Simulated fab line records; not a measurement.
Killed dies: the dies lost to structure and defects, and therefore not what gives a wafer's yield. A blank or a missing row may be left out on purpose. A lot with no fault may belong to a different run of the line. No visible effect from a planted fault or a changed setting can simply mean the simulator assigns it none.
Chamber matching	flow sky130	4 sister chambers for SKY_VIA1_CMP_24 on cmp-02
The step polishes, stops on SiO2, t overpolish 15 s, target thk 0 nm. 14 wafers are shown with their chamber, then 7 later ones without.

== WAFERS PAIRED WITH THEIR CHAMBERS ==
wafer	chamber	motor-current-A (A)	time-to-endpoint-s (s)	overpolish-run-s (s)
L604.1	2	11.7	63	15.001
L604.5	0	10.5	61	15.007
L604.6	3	12.5	69	15.008
L605.3	0	11.4	62	15.011
L605.4	1	10.1	66	15.008
L605.5	1	10.9	65	15.011
L614.3	1	9.5	64	14.999
L614.5	1	9.7	66	14.989
L614.6	0	11.4	59	15.007
L616.2	1	10.0	63	15.004
L616.5	3	12.3	70	15.001
L616.6	2	11.5	64	15.008
L622.1	3	12.5	67	14.984
L622.2	0	10.7	62	15.000

SIGNATURES (means of the wafers above)
reading	chamber 0	chamber 1	chamber 2	chamber 3	scatter within a chamber
motor-current-A	11.000	10.040	11.600	12.433	0.431
time-to-endpoint-s	61.00	64.80	63.50	68.67	1.34
overpolish-run-s	15.00625	15.00220	15.00450	14.99767	0.00831
Rule: distance of a wafer from a chamber = root of the sum over the readings of ((wafer's reading minus chamber's mean) / reading's scatter) squared. The wafer belongs to the nearest chamber; if the next one is less than 2 further off, it can't be placed. The scatter is the square root of a quotient: the sum, over the shown wafers, of each reading's squared deviation from its chamber's mean, divided by wafers minus chambers.

== WAFERS WITH NO CHAMBER GIVEN ==
wafer	motor-current-A (A)	time-to-endpoint-s (s)	overpolish-run-s (s)
L622.4	11.0	66	15.013
L623.1	11.4	59	15.021
L623.2	10.0	60	14.993
L623.6	10.8	58	14.996
L625.1	12.7	64	15.009
L625.2	10.6	63	15.020
L625.5	10.9	60	14.992

== CHAMBER TAKEN BY EACH ==
wafer	from the rows above	in truth
L622.4	can't be placed: 2 or 1 or 0 or 3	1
L623.1	can't be placed: 0 or 2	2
L623.2	can't be placed: 0 or 1 or 2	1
L623.6	0	0
L625.1	can't be placed: 2 or 3 or 0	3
L625.2	can't be placed: 0 or 1 or 2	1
L625.5	can't be placed: 0 or 2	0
Correct placement for 1 of the 7. From these rows, 6 cannot be placed; in 6 the true chamber is one of the candidates. 0 placed wrongly.
